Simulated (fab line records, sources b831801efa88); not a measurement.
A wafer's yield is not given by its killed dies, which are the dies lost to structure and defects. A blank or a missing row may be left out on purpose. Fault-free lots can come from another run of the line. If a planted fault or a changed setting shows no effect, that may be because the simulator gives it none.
fab line records	flow gf180mcu	part 2 of 2: steps 24 to 33 of 33
[record] lots = 5	wafers = 15	lastDay = 34
route steps=602 shown CONTACT@313 M1@315 V1@335
lots that met no fault: from a run of the same line without faults
startH: start of the lot's first displayed wafer, in hours after the record's first day	waitH: hours elapsed since this lot's preceding step	" identical to the entry in the row above	L1.1+2: a single row standing in for several wafers	- either no value or no given start	* or withheld: withheld	< > ~ a bound
route shown NAME@n: names a module that has steps shown in the file, with the first one's number in the route	usual: mean/standard deviation of fault-free wafers	same: alike in all rows	chamber/n: place in a boat	sites: readings site by site	_std_site: their standard deviation	_edge_site: outer sites' mean less inner sites'	radiusMm: how far each site lies from the wafer's centre	mask NAME#n: copy n	behind: tool/chamber where the wafer was last shaped	hold: what put the lot on hold/how long, in hours/how the hold closed	device: the transistor (n, p or np) that didn't switch	end of line: at the end of the route, the tests of the same wafers	a step without rows: its recipe alone	killed: the dies lost at the first sort to structure and to defects; this is not the yield of the wafer	map: the dies of a wafer, with x for killed, . for not killed, _ for no die there
set.NAME: the setting as run; set.NAME@STEP: as run at that earlier step	model.NAME: the simulator's own value behind a step, which no gauge read
a table for each step, a row for each wafer; lots at some steps of the route
services: when a tool's chamber went out of use (startH, in hours from the record's first day, below 0 if earlier), for how many hours, and the reason
[[steps]]
[step GF_V1_THK_MEAS_01]
[recipe] reads = SiO2_of_V1_CVD_00
[usual] V1_CVD_00_THK = 600/5.6
lot.wafer	tool	chamber	startH	waitH	V1_CVD_00_THK[nm]
L074.1	filmMetro-04	-	391.84	0.0	600
L074.2	"	-	"	"	594
L074.6	"	-	"	"	600
L083.4	filmMetro-04	-	467.47	0.0	604
L083.5	"	-	"	"	602
L083.6	"	-	"	"	602
L089.1	filmMetro-01	-	529.83	0.0	601
L089.2	"	-	"	"	598
L089.6	"	-	"	"	600
L095.1	filmMetro-04	-	568.09	0.0	603
L095.3	"	-	"	"	595
L095.6	"	-	"	"	602
L097.1	filmMetro-04	-	583.98	0.0	609
L097.2	"	-	"	"	594
L097.3	"	-	"	"	601
[step GF_V1_CVD_02]
[recipe] material = SiO2	targetThkNm = 850	precursor = TEOS	tempC = 400	timeS = 94.851	rfW = 600
[usual] heaterPowerW = 664/150	rfFwdPowerW = 596.7/1.9
lot.wafer	tool	chamber	startH	waitH	heaterPowerW	rfFwdPowerW
L074.1	pecvd-04	2	391.90	0.1	1014	594.7
L074.2	"	0	"	"	563	599.3
L074.6	"	2	"	"	831	593.8
L083.4	pecvd-03	0	467.54	0.1	695	595.5
L083.5	"	2	"	"	649	595.3
L083.6	"	1	"	"	677	593.7
L089.1	pecvd-04	0	529.89	0.1	473	598.3
L089.2	"	1	"	"	550	593.0
L089.6	"	2	"	"	1007	596.8
L095.1	pecvd-01	1	568.15	0.1	599	597.0
L095.3	"	2	"	"	717	597.3
L095.6	"	0	"	"	772	595.9
L097.1	pecvd-04	2	584.04	0.1	833	596.6
L097.2	"	0	"	"	565	598.1
L097.3	"	1	"	"	497	599.2
[step GF_V1_THK_MEAS_03]
[recipe] reads = SiO2_of_V1_CVD_02
[usual] V1_CVD_02_THK = 849/10
lot.wafer	tool	chamber	startH	waitH	V1_CVD_02_THK[nm]
L074.1	filmMetro-01	-	391.97	0.0	861
L074.2	"	-	"	"	850
L074.6	"	-	"	"	864
L083.4	filmMetro-01	-	467.60	0.0	856
L083.5	"	-	"	"	854
L083.6	"	-	"	"	857
L089.1	filmMetro-03	-	529.96	0.0	837
L089.2	"	-	"	"	826
L089.6	"	-	"	"	867
L095.1	filmMetro-01	-	568.22	0.0	834
L095.3	"	-	"	"	841
L095.6	"	-	"	"	846
L097.1	filmMetro-01	-	584.11	0.0	850
L097.2	"	-	"	"	839
L097.3	"	-	"	"	843
[step GF_V1_CMP_04]
[recipe] material = SiO2	downForcePsi = 4	platenRpm = 60	padVelocityMS = 0.94248
[usual] motorCurrentA = 13.2/1.8	timeToEndpointS = 81/4.9
lot.wafer	tool	chamber	startH	waitH	motorCurrentA	timeToEndpointS
L074.2	cmp-01	1	392.08	0.1	10.9	87
L074.1	"	2	"	"	13.5	88
L074.6	"	1	"	"	10.5	90
L083.4	cmp-01	2	467.78	0.2	14.8	83
L083.5	"	3	"	"	11.2	84
L083.6	"	0	"	"	11.8	80
L089.2	cmp-01	3	530.07	0.1	10.5	74
L089.1	"	0	"	"	12.3	74
L089.6	"	3	"	"	10.5	88
L095.3	cmp-01	2	568.28	0.0	14.3	80
L095.1	"	3	"	"	11.3	78
L095.6	"	3	"	"	10.7	84
L097.1	cmp-02	1	584.17	0.1	12.1	86
L097.2	"	2	"	"	13.5	81
L097.3	"	3	"	"	15.1	81
[step GF_V1_BOW_MEAS_05]
[recipe] mode = bow
[usual] V1_BOW = 82/7
lot.wafer	tool	chamber	startH	waitH	V1_BOW[um]
L074.1	filmMetro-01	-	392.33	0.1	83
L074.2	"	-	"	"	91
L074.6	"	-	"	"	90
L083.4	filmMetro-01	-	467.99	0.2	88
L083.5	"	-	"	"	84
L083.6	"	-	"	"	78
L089.1	filmMetro-04	-	530.32	0.1	84
L089.2	"	-	"	"	91
L089.6	"	-	"	"	77
L095.1	filmMetro-04	-	568.58	0.2	82
L095.3	"	-	"	"	62
L095.6	"	-	"	"	68
L097.1	filmMetro-03	-	584.47	0.2	80
L097.2	"	-	"	"	85
L097.3	"	-	"	"	87
[step GF_V1_DEHYDRATE_06]
[recipe] tempC = 200	timeS = 60
[usual] heaterPowerTotalW = 160.38/0.12	resistLineTempC = 22.99/0.1
lot.wafer	tool	chamber	startH	waitH	heaterPowerTotalW	resistLineTempC
L074.1	lithoTrack-03	0	403.25	10.9	160.30	22.99
L074.2	"	0	"	"	160.51	23.09
L074.6	"	0	"	"	160.48	22.93
L083.4	lithoTrack-04	0	479.21	11.2	160.34	23.16
L083.5	"	0	"	"	160.18	22.96
L083.6	"	0	"	"	160.51	23.04
L089.1	lithoTrack-02	0	540.98	10.6	160.41	22.95
L089.2	"	0	"	"	160.64	23.03
L089.6	"	0	"	"	160.34	23.10
L095.1	lithoTrack-03	0	578.45	9.9	160.31	22.95
L095.3	"	0	"	"	160.51	23.07
L095.6	"	0	"	"	160.41	22.93
L097.1	lithoTrack-04	0	594.34	9.8	160.30	22.98
L097.2	"	0	"	"	160.59	22.90
L097.3	"	0	"	"	160.36	22.96
[step GF_V1_HMDS_07]
[recipe] primeTimeS = 60	primeTempC = 120
[usual] resistLineTempC = 23.00/0.11
lot.wafer	tool	chamber	startH	waitH	resistLineTempC
L074.1	lithoTrack-03	0	403.40	0.1	22.71
L074.2	"	0	"	"	22.99
L074.6	"	0	"	"	22.94
L083.4	lithoTrack-04	0	479.36	0.1	22.94
L083.5	"	0	"	"	22.78
L083.6	"	0	"	"	23.08
L089.1	lithoTrack-02	0	541.13	0.1	23.10
L089.2	"	0	"	"	23.12
L089.6	"	0	"	"	23.10
L095.1	lithoTrack-03	0	578.60	0.1	22.91
L095.3	"	0	"	"	23.02
L095.6	"	0	"	"	23.05
L097.1	lithoTrack-04	0	594.49	0.1	22.89
L097.2	"	0	"	"	23.04
L097.3	"	0	"	"	22.99
[step GF_V1_COAT_08]
[recipe] resist = BARC	tempC = withheld	timeS = withheld	spinRpm = withheld	resistThkNm = withheld
[usual] resistLineTempC = *
lot.wafer	tool	chamber	startH	waitH	resistLineTempC
L074.1	lithoTrack-03	0	403.55	0.1	*
L074.2	"	0	"	"	*
L074.6	"	0	"	"	*
L083.4	lithoTrack-04	0	479.51	0.1	*
L083.5	"	0	"	"	*
L083.6	"	0	"	"	*
L089.1	lithoTrack-02	0	541.28	0.1	*
L089.2	"	0	"	"	*
L089.6	"	0	"	"	*
L095.1	lithoTrack-03	0	578.75	0.1	*
L095.3	"	0	"	"	*
L095.6	"	0	"	"	*
L097.1	lithoTrack-04	0	594.64	0.1	*
L097.2	"	0	"	"	*
L097.3	"	0	"	"	*
[step GF_V1_COAT_09]
[recipe] resist = KrF	spinRpm = withheld	resistThkNm = 1000
[usual] resistLineTempC = 22.97/0.11
lot.wafer	tool	chamber	startH	waitH	resistLineTempC
L074.1	lithoTrack-03	0	-	-	23.09
L074.2	"	0	"	"	23.06
L074.6	"	0	"	"	22.86
L083.4	lithoTrack-04	0	-	-	23.11
L083.5	"	0	"	"	23.10
L083.6	"	0	"	"	22.91
L089.1	lithoTrack-02	0	-	-	23.04
L089.2	"	0	"	"	22.99
L089.6	"	0	"	"	22.89
L095.1	lithoTrack-03	0	-	-	23.04
L095.3	"	0	"	"	22.89
L095.6	"	0	"	"	22.94
L097.1	lithoTrack-04	0	-	-	23.07
L097.2	"	0	"	"	22.86
L097.3	"	0	"	"	22.84
[step GF_V1_SOFTBAKE_10]
[recipe] tempC = 130	timeS = 60	resist = KrF
[usual] heaterPowerTotalW = 93.05/0.062	resistLineTempC = 23.01/0.11
lot.wafer	tool	chamber	startH	waitH	heaterPowerTotalW	resistLineTempC
L074.1	lithoTrack-03	0	-	-	93.07	22.86
L074.2	"	0	"	"	93.04	22.92
L074.6	"	0	"	"	93.12	22.99
L083.4	lithoTrack-04	0	-	-	92.99	22.86
L083.5	"	0	"	"	93.08	23.16
L083.6	"	0	"	"	93.04	22.98
L089.1	lithoTrack-02	0	-	-	93.07	23.11
L089.2	"	0	"	"	93.06	23.04
L089.6	"	0	"	"	93.02	23.01
L095.1	lithoTrack-03	0	-	-	93.01	23.11
L095.3	"	0	"	"	92.95	23.16
L095.6	"	0	"	"	93.02	22.97
L097.1	lithoTrack-04	0	-	-	93.19	23.14
L097.2	"	0	"	"	92.97	23.00
L097.3	"	0	"	"	93.07	23.01
[[services]]
tool	chamber	startH	hours	kind
plasmaAsher-01	-	352.31	25.2	repair
pecvd-04	1	362.48	4.4	repair
krfScanner-01	-	366.47	0.8	pm
wetBench-03	-	378.55	4.3	repair
wetBench-04	-	395.78	1.7	repair
rieMetal-04	-	398.03	1.4	pm
pvdSputter-03	-	402.81	5.2	repair
cmp-02	-	404.00	4.0	pm
wetBench-03	-	405.81	3.5	repair
cmp-02	-	411.85	0.7	repair
pvdSputter-03	-	413.58	16.0	repair
krfScanner-01	-	414.87	7.2	pm
plasmaAsher-01	-	421.27	9.0	pm
krfScanner-01	-	423.07	1.3	pm
cmp-02	-	431.16	1.4	repair
pvdSputter-03	-	436.63	10.0	repair
cmp-01	-	442.26	1.1	repair
cmp-01	-	475.30	1.5	repair
cmp-01	-	505.74	2.5	repair
pvdSputter-01	-	511.56	2.7	repair
pvdSputter-02	-	529.13	2.0	repair
pvdSputter-03	-	530.77	3.6	repair
pvdSputter-01	-	532.31	56.5	repair
cmp-01	-	572.00	4.0	pm
